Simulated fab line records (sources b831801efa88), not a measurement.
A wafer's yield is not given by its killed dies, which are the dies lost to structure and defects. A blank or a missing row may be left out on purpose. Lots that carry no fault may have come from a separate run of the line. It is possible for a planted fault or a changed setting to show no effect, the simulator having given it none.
Struck lot and sound lot, side by side / flow gf180mcu / 40 out of 602 route steps
Sound: wafers L523.1, L523.4, L523.5. Wafers struck: L517.1, L517.2, L517.5. At the end, the cause is stated.
Order at every step that has rows: each side's tool, ch and its chambers, its first start. Under that, the readings that differ: sound wafers / struck wafers / difference of the means / sigmas: that difference in standard deviations of wafers without a fault.
alike: same words and numbers on both sides, and readings whose means sit less than 2 such deviations apart. not compared: any withheld reading, any reading some wafer has no value for, any bound like >300 that may hide the same value, and any number with overlapping values for which the record gives no deviation.
A row with sigmas, a row that says differs or no value, or rows on one side alone: a step with any of these is where the two part. Numbers that don't overlap but have no deviation are shown without sigmas and don't part them. Lack of a reading on every wafer of one side parts them only where that side has two or more wafers.

first, 10 steps without rows for these wafers: GF_MVPSD_COAT_02 (resist thk 3000 nm); GF_MVPSD_SOFTBAKE_03; GF_MVPSD_EXPOSE_04 (exposes mask MVPSD, target cd 1000 nm); GF_MVPSD_PEB_05; GF_MVPSD_DEVELOP_06 (develop time 60 s); GF_MVPSD_IMPLANT_08; GF_MVPSD_IMPLANT_09; GF_MVPSD_STRIP_10 (strips in O2/N2); GF_VT_IMPLANT_DEHYDRATE_00 (time 60 s); GF_VT_IMPLANT_HMDS_01 (prime time 60 s).
GF_VT_IMPLANT_COAT_02: resist thk 1000 nm.
  struck on lithoTrack-03, day 8 16:08; sound on lithoTrack-02 ch 0, day 10 03:49
  no value came back on the struck wafers for chillPlateTempC (C), dispensePressureKPa (kPa); on the sound wafers chillPlateTempC (C) reads 23.08 23.01 23.09
then, 4 steps without rows for these wafers: GF_VT_IMPLANT_SOFTBAKE_03 (time 60 s); GF_VT_IMPLANT_EXPOSE_04 (exposes mask LVPWELL LV AREA, target cd 600 nm); GF_VT_IMPLANT_PEB_05; GF_VT_IMPLANT_DEVELOP_06 (develop time 60 s).
GF_VT_IMPLANT_OVL_MEAS_07:
  sound: overlay-01 at day 10 12:53; struck: overlay-02 at day 9 00:19
reading=VT_IMPLANT_OVL (nm); sound=-3.2 -1.8 -1.5; struck=- - -; difference=no value on the struck wafers; sigmas=
then, 11 steps without rows for these wafers: GF_VT_IMPLANT_IMPLANT_08; GF_VT_IMPLANT_STRIP_09 (strips in O2/N2); GF_VT_IMPLANT_DEHYDRATE_11 (time 60 s); GF_VT_IMPLANT_HMDS_12 (prime time 60 s); GF_VT_IMPLANT_COAT_13 (resist thk 1000 nm); GF_VT_IMPLANT_SOFTBAKE_14 (time 60 s); GF_VT_IMPLANT_EXPOSE_15 (exposes mask Nwell LV AREA, target cd 860 nm); GF_VT_IMPLANT_PEB_16; GF_VT_IMPLANT_DEVELOP_17 (develop time 60 s); GF_VT_IMPLANT_IMPLANT_19; GF_VT_IMPLANT_STRIP_20 (strips in O2/N2).
GF_VT_IMPLANT_TW_MEAS_21:
  sound: filmMetro-01 at day 11 07:36; struck: filmMetro-02 at day 9 18:00
  alike: VT_IMPLANT_2_TW
then, 9 steps without rows for these wafers: GF_VT_IMPLANT_DEHYDRATE_22 (time 60 s); GF_VT_IMPLANT_HMDS_23 (prime time 60 s); GF_VT_IMPLANT_COAT_24 (resist thk 1000 nm); GF_VT_IMPLANT_SOFTBAKE_25 (time 60 s); GF_VT_IMPLANT_EXPOSE_26 (exposes mask LVPWELL HV AREA, target cd 860 nm); GF_VT_IMPLANT_PEB_27; GF_VT_IMPLANT_DEVELOP_28 (develop time 60 s); GF_VT_IMPLANT_IMPLANT_30; GF_VT_IMPLANT_STRIP_31 (strips in O2/N2).
GF_VT_IMPLANT_TW_MEAS_32:
  sound: filmMetro-03 at day 12 02:00; struck: filmMetro-01 at day 10 11:40
reading=VT_IMPLANT_3_TW; sound=271.4 270.1 271.4; struck=583.2 580.9 585.7; difference=+312.3; sigmas=+99 or more
GF_VT_IMPLANT_TW_MEAS_43:
  sound: filmMetro-02 at day 12 21:37; struck: filmMetro-01 at day 11 05:49
reading=VT_IMPLANT_4_TW; sound=680 681 682; struck=795 799 797; difference=+116; sigmas=+17
-- a jump in the record: the struck wafers' starts before and after are 22 days apart (it breaks off in module VT_IMPLANT and resumes in module PASSIVATION, where the first step shown is number 602 of the route) --
GF_PASSIVATION_PROBE_99:
  the record has rows for the struck wafers here (prober-02, day 32 20:43) and none for the sound ones

WHERE THEY PART
Earliest at GF_VT_IMPLANT_COAT_02; latest, in this record, at GF_PASSIVATION_PROBE_99.

WHY: what had been put in by the simulator
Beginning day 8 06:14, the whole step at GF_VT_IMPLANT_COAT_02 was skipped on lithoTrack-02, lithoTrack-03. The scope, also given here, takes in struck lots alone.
